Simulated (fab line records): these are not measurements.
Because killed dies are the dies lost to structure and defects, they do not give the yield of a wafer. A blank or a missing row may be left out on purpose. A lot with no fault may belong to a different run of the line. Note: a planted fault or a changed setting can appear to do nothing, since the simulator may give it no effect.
8D (eight disciplines) problem report, filled in by code | flow gf180mcu | the parts of the form that need people (team, actions taken, sign-off) are left out

1. PROBLEM STATEMENT
At GF_CONTACT_CMP_27, overpolishRunS averages 0.037 s over 3 wafers from 2 lots, while fault-free wafers read 15.001 s, standard deviation 0.009. That is -99 or more standard deviations from the usual mean.
The step: polishes, stops on SiO2, t overpolish 15 s, target thk 0 nm.
Earliest sighting: wafer L933.2 on cmp-02 at day 19 00:00. Wafers with a number at this step in the record: 18, from 6 lots. By rule, "out" or "out of limits" means more than 4 standard deviations away from the usual mean. The other wafers with a number count as sound.

2. WHAT IT IS, WHAT IT ISN'T
question                    | is                              | is not
which readings at this step | overpolishRunS, timeToEndpointS | motorCurrentA
which lots                  | L933, L934                      | L930, L944, L945, L948
which wafers of those lots  | L933.2, L934.1, L934.5          | L933.4, L933.6, L934.6
read on which tools         | cmp-02                          | cmp-01
when                        | from day 19 00:00               | up to then (5 sound wafers); but 10 sound wafers of L934, L944, L945, L948 came after

3. THE SUSPECTS, EACH WITH WHAT RULES IT OUT
Counting: a tool at a process step up to the reading stays a suspect if it ran every lot that is out. Sound lots after the first of them don't rule it out here, since some wafers of a struck lot are sound.
- cvdW-02 at GF_CONTACT_CVD_24 (deposits W, target thk 300 nm, time 90.339 s): kept. It ran every lot that is out, first L933 (day 18 23:40).
- cmp-02 at GF_CONTACT_CMP_27 (polishes, stops on SiO2, t overpolish 15 s, target thk 0 nm): kept. Ran every lot that is out, first one L933 (day 19 00:00); last sound lot up to then L930 (day 17 20:39). On those wafers its own readings are out: overpolishRunS, timeToEndpointS.
- In cmp-02 at GF_CONTACT_CMP_27, the wafers that are out were processed in chamber 1 and their sound lot-mates in chambers 2, 3.
After counting, cvdW-02 at GF_CONTACT_CVD_24 and cmp-02 at GF_CONTACT_CMP_27 remain.

4. THE CAUSE (what the simulator had put in)
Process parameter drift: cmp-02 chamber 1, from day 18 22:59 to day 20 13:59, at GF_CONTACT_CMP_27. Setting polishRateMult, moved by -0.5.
Counting leaves 2 suspects; this tool is one of them.

5. THE CHAIN OF EFFECTS, in route order
Rows list readings where the struck wafers' mean (over those with a number) sits beyond 3 standard deviations from the usual. Scope: only readings with a usual standard deviation given in the record; hours: median across lots of the time from each lot's start at the first step in this table that gives one to its start at this step; sigmas: change in usual standard deviations.
hours | step                    | reading          | usual    | on struck wafers | change  | sigmas
0     | GF_CONTACT_CMP_27       | overpolishRunS   | 15.001 s | 0.037            | -14.964 | -99 or more
0     | GF_CONTACT_CMP_27       | timeToEndpointS  | 73 s     | 112              | +39     | +9.4
295   | GF_PASSIVATION_PROBE_99 | killedAtContacts | 5.6      | 451.0            | +445.4  | +99 or more
295   | GF_PASSIVATION_PROBE_99 | killedDies       | 47       | 492              | +445    | +67
295   | GF_PASSIVATION_PROBE_99 | killedOnRim      | 9.3      | 96.0             | +86.7   | +31
Process steps it contains:
- GF_CONTACT_CMP_27: polishes, stops on SiO2, t overpolish 15 s, target thk 0 nm.
- GF_PASSIVATION_PROBE_99

6. HOW IT WOULD HAVE BEEN CAUGHT EARLIER
In this record the first reading out of limits was taken at day 19 00:00, 1 hour after the fault began at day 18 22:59.
